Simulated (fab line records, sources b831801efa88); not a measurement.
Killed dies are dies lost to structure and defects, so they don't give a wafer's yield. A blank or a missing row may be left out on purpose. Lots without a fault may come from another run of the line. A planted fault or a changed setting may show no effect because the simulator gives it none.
Which tool did it? | flow sky130 | 9 lots, 27 wafers sampled, at 4 steps of a route of 708

WHAT THE GAUGES READ, wafer by wafer
SKY_CAP2M_RS_MEAS_03: measures by four-point-probe.
lot  | measured     | on            | CAP2M_TIN_RS (ohm/sq)
L117 | day 40 07:49 | film_metro-01 | 6.98 6.99 6.98
L119 | day 41 01:04 | film_metro-03 | 6.81 6.88 6.90
L120 | day 41 13:08 | film_metro-04 | 6.94 6.98 7.03
L122 | day 42 03:06 | film_metro-03 | 7.02 6.95 6.97
L124 | day 42 12:40 | film_metro-01 | 6.96 6.95 6.94
L125 | day 42 18:36 | film_metro-04 | 6.92 6.87 6.88
L127 | day 43 06:49 | film_metro-04 | 6.97 6.94 6.90
L130 | day 43 19:47 | film_metro-03 | 6.93 7.04 6.97
L135 | day 45 07:41 | film_metro-03 | 7.91 7.03 7.93

WHICH TOOL RAN EACH LOT (tool, then ch and the chambers of the sampled wafers, then the start)
lot  | SKY_METAL3_DESCUM_15              | SKY_METAL4_SPUTTER_02        | SKY_CAP2M_SPUTTER_02
L117 | rie_metal-02 ch 0,1, day 39 03:36 | pvd_sputter-03, day 40 07:29 | pvd_sputter-02, day 40 07:41
L119 | rie_metal-02 ch 0,1, day 39 20:41 | pvd_sputter-01, day 41 00:46 | pvd_sputter-03, day 41 00:57
L120 | rie_metal-02 ch 0,1, day 40 09:09 | pvd_sputter-03, day 41 12:50 | pvd_sputter-04, day 41 13:01
L122 | rie_metal-03 ch 0,1, day 40 23:49 | pvd_sputter-02, day 42 02:48 | pvd_sputter-04, day 42 02:59
L124 | rie_metal-02 ch 0,1, day 41 09:32 | pvd_sputter-03, day 42 12:21 | pvd_sputter-04, day 42 12:32
L125 | rie_metal-03 ch 0,1, day 41 14:40 | pvd_sputter-03, day 42 18:17 | pvd_sputter-02, day 42 18:29
L127 | rie_metal-02 ch 0,1, day 42 05:20 | pvd_sputter-03, day 43 06:29 | pvd_sputter-04, day 43 06:42
L130 | rie_metal-03 ch 1, day 42 17:02   | pvd_sputter-03, day 43 19:28 | pvd_sputter-04, day 43 19:39
L135 | rie_metal-02 ch 0, day 44 07:46   | pvd_sputter-01, day 45 07:23 | pvd_sputter-04, day 45 07:34
- SKY_METAL3_DESCUM_15: chemistry O2, time 8 s.
- SKY_METAL4_SPUTTER_02: material AlCu, target thk 735 nm, time 39.1 s.
- SKY_CAP2M_SPUTTER_02: material TiN, target thk 200 nm, time 166.7 s.

THE ANSWER, worked out from the rows above alone
Rule: what is usual is taken from the lots themselves. Put in order of their means at a reading, lots are off if they are a third of the lots or fewer, leave a main group of 4 or more, and stand apart from it by a gap of 3 or more times the standard deviation of the main group's means; of several such gaps the widest counts. A main group whose means are all the same, to the digits that the tables above print for the reading, isn't used. A lot without any number at a reading at which 4 lots or more have one is off too. The other lots that the step has rows for count as sound.
Off: L135, at SKY_CAP2M_RS_MEAS_03 (CAP2M_TIN_RS). The main group: mean 6.95 ohm/sq, standard deviation 0.044.
A tool fits if, at a process step before that reading, it ran every lot that is off, and no sound lot after the first of them. The gauges at SKY_CAP2M_RS_MEAS_03 are tried like those tools. Can't be told from this: 4 tools fit, rie_metal-02 at SKY_METAL3_DESCUM_15, pvd_sputter-01 at SKY_METAL4_SPUTTER_02, pvd_sputter-04 at SKY_CAP2M_SPUTTER_02, film_metro-03 at SKY_CAP2M_RS_MEAS_03.

WHAT THE SIMULATOR HAD PUT IN
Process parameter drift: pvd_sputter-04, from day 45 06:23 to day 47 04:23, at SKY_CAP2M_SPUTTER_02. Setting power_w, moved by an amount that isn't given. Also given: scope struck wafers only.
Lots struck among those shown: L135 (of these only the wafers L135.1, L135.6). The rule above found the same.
